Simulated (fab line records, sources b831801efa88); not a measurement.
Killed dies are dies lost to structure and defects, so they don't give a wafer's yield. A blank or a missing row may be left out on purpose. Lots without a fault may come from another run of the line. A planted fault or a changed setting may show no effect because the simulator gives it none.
A struck lot beside a sound one | flow sky130 | 23 steps out of a route of 708
Sound: wafers L863.1, L863.4, L863.5. Struck: wafers L868.2, L868.4, L868.5. The cause comes at the end.
At each step with rows: each side's tool, then ch and its chambers, then its first start. Under that, the readings that differ: sound wafers | struck wafers | difference of the means | sigmas: that difference in standard deviations of wafers without a fault.
alike: readings whose means differ by less than 2 such deviations, and words and numbers that are the same on both sides. not compared: withheld readings, readings that some wafer has no value for, bounds like >300 that may hide the same value, and numbers for which the record gives no deviation and whose values overlap.
The two part at a step that has a row with sigmas, a row that says differs or no value, or rows on one side only. Numbers that don't overlap but have no deviation are shown without sigmas and don't part them. A reading that every wafer of one side lacks parts them only if that side has two wafers or more.

first, 6 steps without rows for these wafers: SKY_METAL5_HMDS_08 (prime time 60 s); SKY_METAL5_COAT_09 (resist thk 1800 nm); SKY_METAL5_SOFTBAKE_10 (time 60 s); SKY_METAL5_EXPOSE_11 (exposes mask MM5, target cd 1600 nm); SKY_METAL5_PEB_12; SKY_METAL5_DEVELOP_13 (develop time 60 s).
SKY_METAL5_DESCUM_14: chemistry O2, time 11 s.
  sound on rie_metal-01 ch 0,1, day 45 00:31; struck on rie_metal-04 ch 0,1, day 46 02:28
  reading                     | sound             | struck            | difference | sigmas
  drypump_motor_current_A (A) | 5.4 5.3 5.3       | 6.3 6.3 6.0       | +0.9       | +2
  oes_product_au (a.u.)       | 0.984 1.003 0.994 | 1.010 1.010 1.007 | +0.015     | +2
  not compared: rf_hours_counter_h
SKY_METAL5_METAL_ETCH_15: etches the open film in Cl2/BCl3, stops on SiO2, target depth 1260 nm, time 252 s.
  sound on rie_metal-01 ch 0,1, day 45 00:33; struck on rie_metal-04 ch 0,1, day 46 02:30
  reading                     | sound       | struck      | difference | sigmas
  drypump_motor_current_A (A) | 5.4 5.3 5.3 | 6.4 6.4 6.0 | +0.9       | +3
  alike: bcl3_flow_sccm, oes_product_au, throttle_valve_pct
  not compared: rf_hours_counter_h
SKY_METAL5_STRIP_16: strips in O2/N2.
  sound on plasma_asher-02 ch 0,1, day 45 00:47; struck on plasma_asher-04 ch 0,1, day 46 02:44
  alike: drypump_motor_current_A, oes_product_au, strip_time_to_endpoint_s
  not compared: rf_hours_counter_h
then, 3 steps without rows for these wafers: SKY_METAL5_STRIP_17 (strips in post etch residue remover, time 1200 s); SKY_METAL5_CLEAN_18 (cleans in IPA, time 180 s); SKY_METAL5_CLEAN_19 (cleans in O3/DIW).
SKY_PASSIVATION_CVD_00: deposits SiO2, target thk 90 nm.
  sound on pecvd-03 ch 0,2, day 45 01:28; struck on pecvd-01 ch 0,2, day 46 03:36
  no value came back on the struck wafers for heater_power_outer_w (W), heater_power_w (W); on the sound wafers heater_power_outer_w (W) reads 352 366 440
SKY_PASSIVATION_CVD_02: deposits Si3N4, target thk 540 nm.
  sound on pecvd-01 ch 0,1, day 45 01:33; struck on pecvd-03 ch 0,1, day 46 03:41
  alike: heater_power_outer_w, heater_power_w
then, 7 steps without rows for these wafers: SKY_PASSIVATION_DEHYDRATE_04 (time 60 s); SKY_PASSIVATION_HMDS_05 (prime time 60 s); SKY_PASSIVATION_COAT_06 (resist thk 3000 nm); SKY_PASSIVATION_SOFTBAKE_07; SKY_PASSIVATION_EXPOSE_08 (exposes mask NSM, target cd 3000 nm); SKY_PASSIVATION_PEB_09; SKY_PASSIVATION_DEVELOP_10 (develop time 60 s).
SKY_PASSIVATION_ETCH_11: etches the open film in CF4/O2, stops on AlCu, target depth 725 nm, time 161.1 s.
  sound on rie_diel-04 ch 1,2,3, day 45 22:50; struck on rie_diel-01 ch 2,3, day 46 23:53
  reading                                 | sound             | struck      | difference | sigmas
  model.etch.depth_nm (nm)                | 707.6 714.5 709.1 | 725 725 725 | +15        |
  model.PASSIVATION.feature_depth_nm (nm) | 707.6 714.5 709.1 | 725 725 725 | +15        |
  alike: drypump_motor_current_A, oes_product_au, throttle_valve_pct
  not compared: rf_hours_counter_h
SKY_PASSIVATION_STRIP_12: strips in O2/N2.
  sound on plasma_asher-02 ch 0,1, day 45 22:56; struck on plasma_asher-02 ch 0,1, day 46 23:59
  alike: drypump_motor_current_A, oes_product_au, strip_time_to_endpoint_s
  not compared: rf_hours_counter_h

WHERE THEY PART
First at SKY_METAL5_DESCUM_14; last, within this record, at SKY_PASSIVATION_CVD_00. Later steps at which nothing parts them and some readings are alike: SKY_PASSIVATION_CVD_02, SKY_PASSIVATION_ETCH_11, SKY_PASSIVATION_STRIP_12.

WHY: what the simulator had put in
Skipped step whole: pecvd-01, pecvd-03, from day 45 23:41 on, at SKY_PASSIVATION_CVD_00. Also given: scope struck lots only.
